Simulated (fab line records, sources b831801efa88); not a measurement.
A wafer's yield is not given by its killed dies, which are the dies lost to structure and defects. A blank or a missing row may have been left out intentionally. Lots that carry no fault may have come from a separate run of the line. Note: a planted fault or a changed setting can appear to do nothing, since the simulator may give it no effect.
Chamber matching | flow sfq-line | 4 sister chambers for SFQ_TRILAYER_I3_CMP_CMP_082 on cmp-01
The step polishes SiO2. 4 wafers are shown with their chamber, then 7 later ones without.

WAFERS, EACH WITH ITS CHAMBER
wafer  | chamber | motor-current-A (A)
L303.4 | 0       | 8.8
L303.1 | 3       | 10.9
L307.1 | 2       | 10.8
L307.3 | 1       | 11.0

WAFERS WHOSE CHAMBER IS MISSING
wafer  | motor-current-A (A)
L307.6 | 10.5
L308.1 | 10.1
L308.4 | 10.4
L308.3 | 10.7
L309.2 | 10.2
L309.4 | 11.1
L309.5 | 10.5

WHICH CHAMBER EACH WENT THROUGH
wafer  | from the rows above               | in truth
L307.6 | can't be placed: 2 or 3 or 1      | 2
L308.1 | can't be placed: 2 or 3 or 1 or 0 | 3
L308.4 | can't be placed: 2 or 3 or 1      | 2
L308.3 | can't be placed: 2 or 3 or 1      | 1
L309.2 | can't be placed: 2 or 3 or 1 or 0 | 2
L309.4 | can't be placed: 1 or 3 or 2      | 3
L309.5 | can't be placed: 2 or 3 or 1      | 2
Correctly placed: 0 of 7. From these rows, 7 cannot be placed; in 7 the true chamber is one of the candidates. 0 placed wrongly.
How it was worked out, from the rows above alone: a wafer's distance from a chamber is the root of the sum, over the readings, of the square of ((its reading less the chamber's mean) divided by the reading's scatter). The wafer belongs to the nearest chamber; if the next one is less than 2 further off, it can't be placed. A chamber's mean is the mean of its shown wafers. The scatter: with one shown wafer a chamber, the root of the mean of the squares of how far each hidden wafer lies from its nearest shown one.
